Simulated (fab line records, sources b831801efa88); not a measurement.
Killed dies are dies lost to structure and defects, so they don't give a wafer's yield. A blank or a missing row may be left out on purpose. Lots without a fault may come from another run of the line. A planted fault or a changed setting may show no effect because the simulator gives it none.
One fault seen from 2 desks | flow sky130 | each desk has only its own numbers; what lay behind them comes last

THE METROLOGY DESK
What the gauges read, lot by lot, whatever tool the lot ran on: means of the sampled wafers that have a number. A lot is out of limits, marked OUT, if its mean lies more than 4 standard deviations from the usual mean; the brackets give that distance.
Columns: A = POLY_GATE_OXIDATION_THK at SKY_POLY_GATE_THK_MEAS_21, usual 4.02 nm; B = cd_nm at SKY_POLY_GATE_CD_MEAS_22, usual 150.1 nm; C = LDD_N_OVL at SKY_LDD_N_OVL_MEAS_07, usual -0.5 nm
lot  | first seen here | A    | B     | C
L400 | day 19 02:33    | 4.01 | 148.9 | 0.3
L402 | day 19 18:32    | 4.04 | 150.1 | -0.8
L407 | day 21 18:43    | 3.99 | 149.5 | -1.3
L408 | day 22 06:34    | 4.06 | 150.8 | -0.6
L409 | day 22 10:14    | 4.10 | 149.9 | -2.6
L413 | day 23 18:50    | 4.04 | 149.3 | -1.0
L416 | day 25 08:01    | 3.99 | 151.5 | 1.0
This desk's finding: nothing out of limits on any of the 7 lots.

THE TOOL OWNER'S DESK: implanter-01
The tool's own readings at SKY_LDD_N_IMPLANT_08: means of the sampled wafers that have a number, for each lot that ran on this tool. A lot is out of limits, marked OUT, if its mean lies more than 4 standard deviations from the usual mean; the brackets give that distance.
Columns: A = beam_on_s at SKY_LDD_N_IMPLANT_08, usual 9.98 s; B = end_station_pressure_torr at SKY_LDD_N_IMPLANT_08, usual 5.33e-06 Torr; C = faraday_current_uA at SKY_LDD_N_IMPLANT_08, usual 423
lot  | first seen here | A                | B                          | C
L400 | day 20 09:01    | 9.97             | 5.16e-06                   | 424
L407 | day 23 01:26    | 11.04 (+5.0) OUT | 6.48e-05 (+99 or more) OUT | 370 (-6.0) OUT
L408 | day 23 12:34    | 10.98 (+4.8) OUT | 7.05e-05 (+99 or more) OUT | 373 (-5.7) OUT
L409 | day 23 16:44    | 10.85 (+4.2) OUT | 6.56e-05 (+99 or more) OUT | 377 (-5.2) OUT
This desk's finding: out of limits on L407, L408, L409; first on L407, day 23 01:26 (beam_on_s at SKY_LDD_N_IMPLANT_08). In limits: L400.

PUT TOGETHER
The tool owner's desk could have raised an alarm at day 23 01:26, on L407, L408, L409.
The metrology desk saw nothing out of limits.
The metrology desk has L407, L408, L409 on record, within its limits.
Of the lots named, all ran SKY_LDD_N_IMPLANT_08 on implanter-01.

WHAT THE SIMULATOR HAD PUT IN
Process parameter drift: implanter-01, from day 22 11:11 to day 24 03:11, at SKY_LDD_N_IMPLANT_08. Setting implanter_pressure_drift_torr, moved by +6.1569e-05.
Process parameter drift: implanter-01, from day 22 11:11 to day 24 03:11, at SKY_LDD_N_IMPLANT_08. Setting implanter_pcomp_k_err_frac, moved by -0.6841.
Lots struck among those shown: L407, L408, L409.
Hours from the fault's start to each desk's first reading out of limits: the tool owner's desk, 14.
